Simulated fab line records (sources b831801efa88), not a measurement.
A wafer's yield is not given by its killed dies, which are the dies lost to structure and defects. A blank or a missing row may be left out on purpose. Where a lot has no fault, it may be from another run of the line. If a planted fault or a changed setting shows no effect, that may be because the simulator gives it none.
Struck lot and sound lot, side by side | flow sky130 | 19 out of 708 route steps
Sound: these wafers, L747.2, L747.3, L747.4. Wafers struck: L739.1, L739.5, L739.6. Last of all comes the cause.
For every step that has rows: the tool of each side, followed by ch and its chambers, followed by its first start. Under that, the readings that differ: sound wafers | struck wafers | difference of the means | sigmas: that difference in standard deviations of wafers without a fault.
alike: a reading whose means differ by less than 2 such deviations, as well as words and numbers matching on both sides. not compared: withheld readings; readings where some wafer has no value; bounds like >300 that might hide an equal value; numbers whose values overlap and for which the record gives no deviation.
A row with sigmas, a row that says differs or no value, or rows on one side alone: a step with any of these is where the two part. Numbers that don't overlap but have no deviation are shown without sigmas and don't part them. Lack of a reading on every wafer of one side parts them only where that side has two or more wafers.

SKY_LI_CONTACT_THK_MEAS_23: measures by xrf.
  sound on filmMetro-04 at day 33 23:44; struck on filmMetro-01 at day 31 14:04
  alike: LI_CONTACT_W_THK
SKY_LI_CONTACT_CMP_24: polishes, stops on PSG, t overpolish 20 s, target thk 0 nm.
  sound on cmp-02 ch 0,1,2, day 33 23:50; struck on cmp-01 ch 0,3, day 31 14:11
  alike: motorCurrentA, overpolishRunS, timeToEndpointS
SKY_LOCAL_INTERCONNECT_SPUTTER_00: material TiN, target thk 100 nm, time 83.3 s.
  sound on pvdSputter-04 at day 34 00:05; struck on pvdSputter-02 at day 31 14:26
  alike: cathodeDcPowerW, throttleValvePct
SKY_LOCAL_INTERCONNECT_RS_MEAS_01: the measuring method here is four-point-probe.
  sound on filmMetro-04 at day 34 00:10; struck on filmMetro-03 at day 31 14:29
  alike: LOCAL_INTERCONNECT_TIN_RS
SKY_LOCAL_INTERCONNECT_THK_MEAS_02: measures by xrf.
  sound on filmMetro-04 at day 34 00:17; struck on filmMetro-03 at day 31 14:37
reading                         | sound            | struck            | difference | sigmas
LOCAL_INTERCONNECT_TIN_THK (nm) | 100.0 100.8 99.6 | 102.8 102.9 103.9 | +3.1       | +3
then, 7 steps without rows for these wafers: SKY_LOCAL_INTERCONNECT_DEHYDRATE_03 (time 60 s); SKY_LOCAL_INTERCONNECT_HMDS_04 (prime time 60 s); SKY_LOCAL_INTERCONNECT_COAT_05 (resist thk 60 nm); SKY_LOCAL_INTERCONNECT_COAT_06 (resist thk 443.6 nm); SKY_LOCAL_INTERCONNECT_SOFTBAKE_07 (time 90 s); SKY_LOCAL_INTERCONNECT_EXPOSE_08 (exposes mask LI1M, target cd 170 nm); SKY_LOCAL_INTERCONNECT_PEB_09.
SKY_LOCAL_INTERCONNECT_DEVELOP_10: develop time 60 s.
  sound on lithoTrack-03 ch 0, day 35 02:00; struck on lithoTrack-02 ch 0, day 32 18:00
  alike: developerTempC
SKY_LOCAL_INTERCONNECT_CD_MEAS_11: the cd target is 170 nm.
  sound on cdSem-01 at day 35 03:08; struck on cdSem-02 at day 32 18:27
reading   | sound             | struck            | difference | sigmas
cdNm (nm) | 168.5 169.7 169.8 | 173.8 173.6 172.5 | +4.0       | +3
SKY_LOCAL_INTERCONNECT_OVL_MEAS_12:
  sound on overlay-01 at day 35 03:15; struck on overlay-01 at day 32 18:34
  alike: LOCAL_INTERCONNECT_OVL
SKY_LOCAL_INTERCONNECT_ETCH_13: etches BARC in N2/H2, stops on SiO2, time 45.9 s, target depth 60 nm.
  sound on rieMetal-02 ch 0,1, day 35 03:17; struck on rieMetal-02 ch 0,1, day 32 18:37
reading                            | sound             | struck          | difference | sigmas
model.LOCAL_INTERCONNECT.cdNm (nm) | 168.5 169.6 169.7 | 173.2 173.4 172 | +3.6       | 
  alike: drypumpMotorCurrentA, oesProductAu, throttleValvePct
  not compared: rfHoursCounterH
SKY_LOCAL_INTERCONNECT_METAL_ETCH_14: etches TiN in Cl2/BCl3, stops on PSG, target depth 110 nm, time 31.4 s.
  sound on rieMetal-02 ch 0,1, day 35 03:20; struck on rieMetal-02 ch 0,1, day 32 18:40
reading                            | sound             | struck            | difference | sigmas
model.LOCAL_INTERCONNECT.cdNm (nm) | 169.2 170.4 170.2 | 173.8 174.1 172.8 | +3.6       | 
  alike: drypumpMotorCurrentA, oesProductAu, throttleValvePct
  not compared: rfHoursCounterH
SKY_LOCAL_INTERCONNECT_STRIP_15: strips in O2/N2.
  sound on plasmaAsher-03 ch 0,1, day 35 03:23; struck on plasmaAsher-01 ch 0,1, day 32 18:44
  alike: drypumpMotorCurrentA, oesProductAu, stripTimeToEndpointS
  not compared: rfHoursCounterH
-- record jumps: 15 days separate the struck wafers' starts on either side; left off in module LOCAL_INTERCONNECT, taken up again in module PAD_OPEN, whose first shown step is the route's number 708 --
SKY_PAD_OPEN_PROBE_99:
  sound on prober-02 at day 49 05:40; struck on prober-01 at day 47 15:55
reading                     | sound            | struck            | difference | sigmas
model.etest.resLi.lineOhmUm | 76.26 75.9 75.97 | 73.26 72.44 72.94 | -3.16      | 
  alike: killed_at_M0_to_M3, killed_at_M4_up, killedAtContacts, killedAtFrontEnd, killedAtOther, killedDies, killedOpen, killedShort

WHERE THEY PART
Last at SKY_LOCAL_INTERCONNECT_CD_MEAS_11 as far as this record goes, first at SKY_LOCAL_INTERCONNECT_THK_MEAS_02. Later steps at which nothing parts them and some readings are alike: SKY_LOCAL_INTERCONNECT_OVL_MEAS_12, SKY_LOCAL_INTERCONNECT_ETCH_13, SKY_LOCAL_INTERCONNECT_METAL_ETCH_14, SKY_LOCAL_INTERCONNECT_STRIP_15, SKY_PAD_OPEN_PROBE_99.

WHY: the cause the simulator had injected
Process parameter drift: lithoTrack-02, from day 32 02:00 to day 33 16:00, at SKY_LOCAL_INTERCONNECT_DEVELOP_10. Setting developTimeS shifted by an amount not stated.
